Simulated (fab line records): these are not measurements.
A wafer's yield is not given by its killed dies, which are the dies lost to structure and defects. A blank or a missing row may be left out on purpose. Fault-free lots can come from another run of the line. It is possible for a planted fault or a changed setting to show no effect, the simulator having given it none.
Which tool is to blame?    flow gf180mcu    24 lots with 72 wafers sampled at 4 steps, on a route of 602 steps

## WHAT THE GAUGES SHOWED, per wafer
GF_V2_BOW_MEAS_05.
lot   measured      on            V2_BOW (um)
L074  day 19 00:56  filmMetro-04  84 93 89
L075  day 19 07:43  filmMetro-02  102 87 83
L076  day 19 19:03  filmMetro-01  103 101 84
L077  day 20 04:27  filmMetro-01  78 96 95
L078  day 20 20:38  filmMetro-01  98 88 81
L079  day 21 04:28  filmMetro-04  97 101 97
L080  day 21 12:26  filmMetro-01  78 101 85
L081  day 21 20:26  filmMetro-04  108 106 96
L082  day 22 04:20  filmMetro-04  94 108 97
L083  day 22 12:53  filmMetro-01  111 91 101
L084  day 22 21:22  filmMetro-01  98 98 86
L085  day 23 11:09  filmMetro-04  96 96 85
L086  day 23 15:25  filmMetro-02  99 93 93
L087  day 23 20:37  filmMetro-04  89 115 95
L088  day 24 10:27  filmMetro-02  96 108 99
L090  day 25 02:34  filmMetro-02  84 104 92
L089  day 25 02:52  filmMetro-04  108 108 108
L091  day 25 15:32  filmMetro-04  103 104 105
L092  day 25 17:58  filmMetro-04  103 92 109
L093  day 26 01:19  filmMetro-01  102 95 114
L094  day 26 08:30  filmMetro-04  94 99 102
L095  day 26 09:33  filmMetro-04  101 105 95
L096  day 26 21:49  filmMetro-02  83 87 88
L097  day 27 00:22  filmMetro-04  104 98 106

GF_M3_CD_MEAS_14: target cd 280 nm.
lot   measured      on        cdNm (nm)
L074  day 21 03:08  cdSem-02  278.2 279.4 279.4
L075  day 21 09:32  cdSem-02  282.6 283.2 281.1
L076  day 21 20:11  cdSem-02  280.7 281.7 281.4
L077  day 22 06:08  cdSem-02  280.2 280.7 279.0
L078  day 22 20:52  cdSem-01  279.2 278.6 278.2
L079  day 23 04:57  cdSem-01  278.6 279.2 278.3
L080  day 23 12:49  cdSem-02  279.1 279.6 279.8
L081  day 23 20:09  cdSem-01  279.4 278.8 278.6
L082  day 24 04:06  cdSem-02  279.0 278.7 278.0
L083  day 24 12:04  cdSem-02  280.5 280.5 280.5
L084  day 24 20:22  cdSem-02  280.4 280.3 280.1
L085  day 25 08:11  cdSem-02  281.9 281.1 280.2
L086  day 25 13:55  cdSem-02  280.4 279.7 278.3
L087  day 25 21:24  cdSem-02  281.3 282.8 280.9
L088  day 26 06:19  cdSem-02  278.0 279.0 277.8
L090  day 26 22:52  cdSem-02  280.0 278.7 279.2
L089  day 26 23:13  cdSem-02  276.8 278.3 277.7
L091  day 27 11:01  cdSem-02  281.2 281.4 279.4
L092  day 27 13:03  cdSem-02  280.4 280.3 280.6
L093  day 27 20:37  cdSem-02  279.0 278.9 278.8
L094  day 28 03:43  cdSem-01  279.0 278.0 277.7
L095  day 28 04:08  cdSem-01  281.2 281.4 281.9
L096  day 28 16:01  cdSem-01  279.5 279.6 280.4
L097  day 28 17:55  cdSem-01  280.2 278.5 279.8

## EACH LOT AND THE TOOL THAT RAN IT (in order: tool; ch and the chambers of the sampled wafers; start)
lot   GF_V1_CMP_26                   GF_V2_CVD_23
L074  cmp-01 ch 0,1, day 17 22:59    cvdW-01 ch 0,1, day 20 02:19
L075  cmp-02 ch 1,3, day 18 06:10    cvdW-01 ch 0,1, day 20 08:41
L076  cmp-02 ch 0,1,2, day 18 17:43  cvdW-01 ch 0, day 20 19:47
L077  cmp-01 ch 1,2,3, day 19 02:26  cvdW-01 ch 0,1, day 21 06:01
L078  cmp-01 ch 2,3, day 19 18:31    cvdW-01 ch 0,1, day 21 21:02
L079  cmp-01 ch 1,2,3, day 20 02:58  cvdW-01 ch 0,1, day 22 04:49
L080  cmp-02 ch 1,3, day 20 10:59    cvdW-01 ch 0,1, day 22 12:41
L081  cmp-01 ch 0,2,3, day 20 18:59  cvdW-01 ch 0,1, day 22 20:27
L082  cmp-02 ch 1,3, day 21 02:17    cvdW-02 ch 0,1, day 23 04:39
L083  cmp-02 ch 0,1,3, day 21 11:50  cvdW-02 ch 0,1, day 23 12:44
L084  cmp-01 ch 0,1,2, day 21 19:26  cvdW-01 ch 0,1, day 23 21:46
L085  cmp-02 ch 0,1,2, day 22 11:04  cvdW-02 ch 0,1, day 24 10:32
L086  cmp-02 ch 0,3, day 22 14:43    cvdW-02 ch 0,1, day 24 15:00
L087  cmp-02 ch 1,2,3, day 22 20:10  cvdW-02 ch 0, day 24 19:56
L088  cmp-01 ch 0,2, day 23 09:55    cvdW-01 ch 0,1, day 25 08:37
L090  cmp-02 ch 0,1,3, day 24 01:28  cvdW-02 ch 0,1, day 26 00:56
L089  cmp-02 ch 0,2,3, day 24 02:39  cvdW-02 ch 1, day 26 01:17
L091  cmp-01 ch 0,1,3, day 24 15:46  cvdW-01 ch 0,1, day 26 13:29
L092  cmp-01 ch 0,3, day 24 18:34    cvdW-01 ch 0,1, day 26 16:01
L093  cmp-01 ch 0,2,3, day 25 02:04  cvdW-01 ch 0,1, day 26 23:16
L094  cmp-02 ch 1,3, day 25 09:05    cvdW-02 ch 0,1, day 27 06:15
L095  cmp-01 ch 0,1, day 25 10:25    cvdW-01 ch 0,1, day 27 06:45
L096  cmp-02 ch 0,2, day 25 23:14    cvdW-01 ch 0,1, day 27 19:26
L097  cmp-01 ch 0,3, day 26 01:54    cvdW-02 ch 0,1, day 27 21:55
- GF_V1_CMP_26: polishes, stops on SiO2, t overpolish 15 s, target thk 0 nm.
- GF_V2_CVD_23: deposits W, target thk 350 nm, time 104.94 s.

## WHAT THE TOOLS THEMSELVES READ (means of the sampled wafers that have a number; where no wafer has one, the mark that the record gives instead)
GF_V1_CMP_26.
lot   tool    motorCurrentA (A)  overpolishRunS (s)  timeToEndpointS (s)
L074  cmp-01  9.5                15.007              82
L075  cmp-02  12.8               15.006              83
L076  cmp-02  10.8               15.002              84
L077  cmp-01  10.0               15.007              82
L078  cmp-01  10.6               14.999              84
L079  cmp-01  9.9                15.004              86
L080  cmp-02  11.9               14.995              86
L081  cmp-01  10.4               14.995              92
L082  cmp-02  13.0               14.994              89
L083  cmp-02  11.6               15.008              85
L084  cmp-01  10.1               15.008              87
L085  cmp-02  10.9               15.006              83
L086  cmp-02  12.6               15.003              83
L087  cmp-02  12.2               15.002              84
L088  cmp-01  10.4               15.003              86
L090  cmp-02  11.7               14.996              84
L089  cmp-02  12.1               14.991              83
L091  cmp-01  10.3               14.993              84
L092  cmp-01  10.6               15.001              82
L093  cmp-01  10.4               15.004              81
L094  cmp-02  11.7               15.003              83
L095  cmp-01  10.0               14.997              85
L096  cmp-02  10.8               15.002              82
L097  cmp-01  11.0               15.002              84

GF_V2_CVD_23.
lot   tool     chamberPressureTorr (Torr)  heaterPowerW (W)
L074  cvdW-01  40.04                       832
L075  cvdW-01  40.00                       844
L076  cvdW-01  40.01                       861
L077  cvdW-01  40.01                       835
L078  cvdW-01  40.04                       832
L079  cvdW-01  39.95                       827
L080  cvdW-01  40.08                       840
L081  cvdW-01  40.00                       838
L082  cvdW-02  40.06                       803
L083  cvdW-02  39.95                       860
L084  cvdW-01  40.06                       856
L085  cvdW-02  40.10                       861
L086  cvdW-02  40.06                       816
L087  cvdW-02  39.92                       756
L088  cvdW-01  39.90                       861
L090  cvdW-02  40.06                       867
L089  cvdW-02  39.96                       922
L091  cvdW-01  39.99                       852
L092  cvdW-01  39.93                       833
L093  cvdW-01  40.08                       868
L094  cvdW-02  39.99                       821
L095  cvdW-01  40.06                       844
L096  cvdW-01  39.94                       850
L097  cvdW-02  40.03                       820

## THE ANSWER, worked out from the rows above alone
Rule: usual is defined by the lots themselves. Put in order of their means at a reading, lots are off if they are a third of the lots or fewer, leave a main group of 4 or more, and stand apart from it by a gap of 3 or more times the standard deviation of the main group's means; of several such gaps the widest counts. The tables above print the reading to a certain number of digits; a main group whose means all agree to those digits is not used. Also off: a lot with no number at a reading for which 4 or more lots have one. Any other lot the step has rows for is counted as sound. Order of review: gauges by route order, followed by the tools' own readings, for which a lot's mean as printed above is used. At the first step where some lot is off, the reading lying furthest off is the one used; lots without a number count as furthest.
Nothing can be told from this: no lot is off at any reading shown.

## WHAT WAS PUT IN BY THE SIMULATOR
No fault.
